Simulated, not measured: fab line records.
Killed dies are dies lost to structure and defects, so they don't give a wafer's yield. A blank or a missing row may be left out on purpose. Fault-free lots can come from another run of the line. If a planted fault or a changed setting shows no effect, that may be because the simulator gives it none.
The tool behind it: which one? :: flow gf180mcu :: 39 wafers from 13 lots sampled at 5 of the route's 602 steps

WHAT THE GAUGES SHOWED, per wafer
GF_M1_CD_MEAS_14: target cd 230 nm.
lot: L801
measured: day 17 08:22
on: cdSem-02
cdNm (nm): 227.7 227.8 228.8

lot: L805
measured: day 18 13:26
on: cdSem-01
cdNm (nm): 229.5 229.5 228.6

lot: L806
measured: day 18 23:16
on: cdSem-01
cdNm (nm): 230.5 230.3 229.9

lot: L809
measured: day 20 10:18
on: cdSem-02
cdNm (nm): 180.1 228.6 229.8

lot: L816
measured: day 22 19:56
on: cdSem-01
cdNm (nm): 231.0 231.0 229.8

lot: L817
measured: day 23 06:38
on: cdSem-02
cdNm (nm): 229.5 229.2 229.0

lot: L818
measured: day 23 09:47
on: cdSem-02
cdNm (nm): 230.2 230.3 231.2

lot: L819
measured: day 23 17:13
on: cdSem-02
cdNm (nm): 230.8 230.8 231.6

lot: L820
measured: day 23 22:27
on: cdSem-02
cdNm (nm): 230.2 228.7 229.5

lot: L821
measured: day 24 08:15
on: cdSem-01
cdNm (nm): 230.2 229.8 230.4

lot: L822
measured: day 24 14:27
on: cdSem-02
cdNm (nm): 229.2 230.0 229.1

lot: L823
measured: day 24 23:08
on: cdSem-01
cdNm (nm): 228.3 227.3 227.9

lot: L824
measured: day 25 03:55
on: cdSem-01
cdNm (nm): 229.9 230.1 229.0

EACH LOT AND THE TOOL THAT RAN IT (in order: tool; ch and the chambers of the sampled wafers; start)
lot: L801
GF_CONTACT_ETCH_16: rieDiel-04 ch 0,1, day 16 08:16
GF_CONTACT_ETCH_17: rieDiel-04 ch 0,1, day 16 09:25 or earlier
GF_M1_SPUTTER_00: pvdSputter-02, day 16 09:25
GF_M1_EXPOSE_11: krfScanner-01 ch 0, day 16 20:59

lot: L805
GF_CONTACT_ETCH_16: rieDiel-02 ch 0,2,3, day 17 13:01
GF_CONTACT_ETCH_17: rieDiel-02 ch 0,2,3, day 17 14:09 or earlier
GF_M1_SPUTTER_00: pvdSputter-01, day 17 14:09
GF_M1_EXPOSE_11: krfScanner-02 ch 0, day 18 02:31

lot: L806
GF_CONTACT_ETCH_16: rieDiel-02 ch 0,1,3, day 17 22:37
GF_CONTACT_ETCH_17: rieDiel-02 ch 0,1,3, day 17 23:45 or earlier
GF_M1_SPUTTER_00: pvdSputter-03, day 17 23:45
GF_M1_EXPOSE_11: krfScanner-01 ch 0, day 18 11:29

lot: L809
GF_CONTACT_ETCH_16: rieDiel-01 ch 0,1, day 19 08:43
GF_CONTACT_ETCH_17: rieDiel-01 ch 0,1, day 19 09:51 or earlier
GF_M1_SPUTTER_00: pvdSputter-01, day 19 09:51
GF_M1_EXPOSE_11: krfScanner-02 ch 0, day 19 22:11

lot: L816
GF_CONTACT_ETCH_16: rieDiel-02 ch 1,2, day 21 18:58
GF_CONTACT_ETCH_17: rieDiel-02 ch 1,2, day 21 20:06 or earlier
GF_M1_SPUTTER_00: pvdSputter-02, day 21 20:06
GF_M1_EXPOSE_11: krfScanner-02 ch 0, day 22 08:47

lot: L817
GF_CONTACT_ETCH_16: rieDiel-01 ch 1,3, day 22 06:16
GF_CONTACT_ETCH_17: rieDiel-01 ch 1,3, day 22 07:24 or earlier
GF_M1_SPUTTER_00: pvdSputter-03, day 22 07:24
GF_M1_EXPOSE_11: krfScanner-02 ch 0, day 22 19:34

lot: L818
GF_CONTACT_ETCH_16: rieDiel-04 ch 2,3, day 22 08:43
GF_CONTACT_ETCH_17: rieDiel-04 ch 2,3, day 22 09:51 or earlier
GF_M1_SPUTTER_00: pvdSputter-01, day 22 09:51
GF_M1_EXPOSE_11: krfScanner-01 ch 0, day 22 21:55

lot: L819
GF_CONTACT_ETCH_16: rieDiel-02 ch 0,1, day 22 17:37
GF_CONTACT_ETCH_17: rieDiel-02 ch 0,1, day 22 18:45 or earlier
GF_M1_SPUTTER_00: pvdSputter-02, day 22 18:45
GF_M1_EXPOSE_11: krfScanner-01 ch 0, day 23 05:56

lot: L820
GF_CONTACT_ETCH_16: rieDiel-02 ch 0,1,3, day 22 22:07
GF_CONTACT_ETCH_17: rieDiel-02 ch 0,1,3, day 22 23:15 or earlier
GF_M1_SPUTTER_00: pvdSputter-03, day 22 23:15
GF_M1_EXPOSE_11: krfScanner-02 ch 0, day 23 11:41

lot: L821
GF_CONTACT_ETCH_16: rieDiel-04 ch 0,2,3, day 23 08:58
GF_CONTACT_ETCH_17: rieDiel-04 ch 0,2,3, day 23 10:07 or earlier
GF_M1_SPUTTER_00: pvdSputter-01, day 23 10:07
GF_M1_EXPOSE_11: krfScanner-02 ch 0, day 23 21:19

lot: L822
GF_CONTACT_ETCH_16: rieDiel-04 ch 0,2, day 23 14:52
GF_CONTACT_ETCH_17: rieDiel-04 ch 0,2, day 23 16:00 or earlier
GF_M1_SPUTTER_00: pvdSputter-02, day 23 16:00
GF_M1_EXPOSE_11: krfScanner-01 ch 0, day 24 03:11

lot: L823
GF_CONTACT_ETCH_16: rieDiel-04 ch 2,3, day 23 23:34
GF_CONTACT_ETCH_17: rieDiel-04 ch 2,3, day 24 00:43 or earlier
GF_M1_SPUTTER_00: pvdSputter-01, day 24 00:43
GF_M1_EXPOSE_11: krfScanner-01 ch 0, day 24 12:46

lot: L824
GF_CONTACT_ETCH_16: rieDiel-01 ch 2,3, day 24 04:58
GF_CONTACT_ETCH_17: rieDiel-01 ch 2,3, day 24 06:11 or earlier
GF_M1_SPUTTER_00: pvdSputter-01, day 24 06:11
GF_M1_EXPOSE_11: krfScanner-01 ch 0, day 24 17:21
- GF_CONTACT_ETCH_16: etches BARC in N2/H2.
- GF_CONTACT_ETCH_17: etches SiO2 in C4F8/O2/Ar, stops on CoSi2, target depth 860 nm.
- GF_M1_SPUTTER_00: material Ti, target thk 37.5 nm, time 150 s.
- GF_M1_EXPOSE_11: exposes mask Metal1, target cd 230 nm.

WHAT THE TOOLS THEMSELVES READ (means of the sampled wafers that have a number; where no wafer has one, the mark that the record gives instead)
GF_CONTACT_ETCH_16.
lot: L801
tool: rieDiel-04
chamberPressureMTorr (mTorr): 29.979
drypumpMotorCurrentA (A): 5.7
oesProductAu (a.u.): 0.857
throttleValvePct (%): 13.222

lot: L805
tool: rieDiel-02
chamberPressureMTorr (mTorr): 30.008
drypumpMotorCurrentA (A): 5.2
oesProductAu (a.u.): 0.860
throttleValvePct (%): 13.225

lot: L806
tool: rieDiel-02
chamberPressureMTorr (mTorr): 30.018
drypumpMotorCurrentA (A): 5.4
oesProductAu (a.u.): 0.850
throttleValvePct (%): 13.221

lot: L809
tool: rieDiel-01
chamberPressureMTorr (mTorr): 30.013
drypumpMotorCurrentA (A): 5.9
oesProductAu (a.u.): 0.858
throttleValvePct (%): 13.226

lot: L816
tool: rieDiel-02
chamberPressureMTorr (mTorr): 29.997
drypumpMotorCurrentA (A): 5.5
oesProductAu (a.u.): 0.852
throttleValvePct (%): 13.234

lot: L817
tool: rieDiel-01
chamberPressureMTorr (mTorr): 29.976
drypumpMotorCurrentA (A): 5.6
oesProductAu (a.u.): 0.860
throttleValvePct (%): 13.229

lot: L818
tool: rieDiel-04
chamberPressureMTorr (mTorr): 30.008
drypumpMotorCurrentA (A): 5.7
oesProductAu (a.u.): 0.853
throttleValvePct (%): 13.227

lot: L819
tool: rieDiel-02
chamberPressureMTorr (mTorr): 29.987
drypumpMotorCurrentA (A): 5.6
oesProductAu (a.u.): 0.858
throttleValvePct (%): 13.232

lot: L820
tool: rieDiel-02
chamberPressureMTorr (mTorr): 30.010
drypumpMotorCurrentA (A): 5.4
oesProductAu (a.u.): 0.856
throttleValvePct (%): 13.230

lot: L821
tool: rieDiel-04
chamberPressureMTorr (mTorr): 29.968
drypumpMotorCurrentA (A): 5.9
oesProductAu (a.u.): 0.849
throttleValvePct (%): 13.228

lot: L822
tool: rieDiel-04
chamberPressureMTorr (mTorr): 29.996
drypumpMotorCurrentA (A): 6.3
oesProductAu (a.u.): 0.854
throttleValvePct (%): 13.220

lot: L823
tool: rieDiel-04
chamberPressureMTorr (mTorr): 30.015
drypumpMotorCurrentA (A): 6.1
oesProductAu (a.u.): 0.859
throttleValvePct (%): 13.221

lot: L824
tool: rieDiel-01
chamberPressureMTorr (mTorr): 30.012
drypumpMotorCurrentA (A): 5.5
oesProductAu (a.u.): 0.856
throttleValvePct (%): 13.225

GF_CONTACT_ETCH_17.
lot: L801
tool: rieDiel-04
chamberPressureMTorr (mTorr): 40.05
oesProductAu (a.u.): 0.808

lot: L805
tool: rieDiel-02
chamberPressureMTorr (mTorr): 39.97
oesProductAu (a.u.): 0.805

lot: L806
tool: rieDiel-02
chamberPressureMTorr (mTorr): 40.04
oesProductAu (a.u.): 0.811

lot: L809
tool: rieDiel-01
chamberPressureMTorr (mTorr): 40.00
oesProductAu (a.u.): 0.810

lot: L816
tool: rieDiel-02
chamberPressureMTorr (mTorr): 39.98
oesProductAu (a.u.): 0.809

lot: L817
tool: rieDiel-01
chamberPressureMTorr (mTorr): 39.99
oesProductAu (a.u.): 0.811

lot: L818
tool: rieDiel-04
chamberPressureMTorr (mTorr): 39.99
oesProductAu (a.u.): 0.808

lot: L819
tool: rieDiel-02
chamberPressureMTorr (mTorr): 39.98
oesProductAu (a.u.): 0.810

lot: L820
tool: rieDiel-02
chamberPressureMTorr (mTorr): 40.01
oesProductAu (a.u.): 0.810

lot: L821
tool: rieDiel-04
chamberPressureMTorr (mTorr): 39.98
oesProductAu (a.u.): 0.811

lot: L822
tool: rieDiel-04
chamberPressureMTorr (mTorr): 40.02
oesProductAu (a.u.): 0.807

lot: L823
tool: rieDiel-04
chamberPressureMTorr (mTorr): 40.00
oesProductAu (a.u.): 0.808

lot: L824
tool: rieDiel-01
chamberPressureMTorr (mTorr): 39.96
oesProductAu (a.u.): 0.806

GF_M1_SPUTTER_00.
lot: L801
tool: pvdSputter-02
throttleValvePct (%): 30.5

lot: L805
tool: pvdSputter-01
throttleValvePct (%): 30.7

lot: L806
tool: pvdSputter-03
throttleValvePct (%): 30.4

lot: L809
tool: pvdSputter-01
throttleValvePct (%): 31.1

lot: L816
tool: pvdSputter-02
throttleValvePct (%): 29.9

lot: L817
tool: pvdSputter-03
throttleValvePct (%): 29.8

lot: L818
tool: pvdSputter-01
throttleValvePct (%): 30.8

lot: L819
tool: pvdSputter-02
throttleValvePct (%): 30.7

lot: L820
tool: pvdSputter-03
throttleValvePct (%): 30.3

lot: L821
tool: pvdSputter-01
throttleValvePct (%): 30.2

lot: L822
tool: pvdSputter-02
throttleValvePct (%): 29.5

lot: L823
tool: pvdSputter-01
throttleValvePct (%): 30.5

lot: L824
tool: pvdSputter-01
throttleValvePct (%): 30.6

GF_M1_EXPOSE_11.
lot: L801
tool: krfScanner-01
reticleTempC (C): 23.10

lot: L805
tool: krfScanner-02
reticleTempC (C): 22.94

lot: L806
tool: krfScanner-01
reticleTempC (C): 23.14

lot: L809
tool: krfScanner-02
reticleTempC (C): 23.05

lot: L816
tool: krfScanner-02
reticleTempC (C): 23.06

lot: L817
tool: krfScanner-02
reticleTempC (C): 22.97

lot: L818
tool: krfScanner-01
reticleTempC (C): 22.79

lot: L819
tool: krfScanner-01
reticleTempC (C): 23.05

lot: L820
tool: krfScanner-02
reticleTempC (C): 22.99

lot: L821
tool: krfScanner-02
reticleTempC (C): 22.86

lot: L822
tool: krfScanner-01
reticleTempC (C): 22.91

lot: L823
tool: krfScanner-01
reticleTempC (C): 23.04

lot: L824
tool: krfScanner-01
reticleTempC (C): 23.01

THE ANSWER, worked out from the rows above alone
Rule: the usual values come from the lots themselves. Put in order of their means at a reading, lots are off if they are a third of the lots or fewer, leave a main group of 4 or more, and stand apart from it by a gap of 3 or more times the standard deviation of the main group's means; of several such gaps the widest counts. Not used: any main group whose means are identical at the precision the tables above print for the reading. A lot without any number at a reading at which 4 lots or more have one is off too. Any other lot the step has rows for is counted as sound. Order of review: gauges by route order, followed by the tools' own readings, for which a lot's mean as printed above is used. At the first step where some lot is off, the reading lying furthest off is the one used; lots without a number count as furthest.
Off at GF_M1_CD_MEAS_14 (cdNm): L809. For the main group the mean is 229.6 nm and the standard deviation 0.93.
A tool fits if, at a process step before that reading, it ran every lot that is off, and no sound lot after the first of them. Those tools and the gauges at GF_M1_CD_MEAS_14 are tried in the same way. With no start given for some of its lots, GF_CONTACT_ETCH_17 uses the hours and lot order of GF_M1_SPUTTER_00. No candidate that was tried fits.

WHAT THE SIMULATOR PUT IN
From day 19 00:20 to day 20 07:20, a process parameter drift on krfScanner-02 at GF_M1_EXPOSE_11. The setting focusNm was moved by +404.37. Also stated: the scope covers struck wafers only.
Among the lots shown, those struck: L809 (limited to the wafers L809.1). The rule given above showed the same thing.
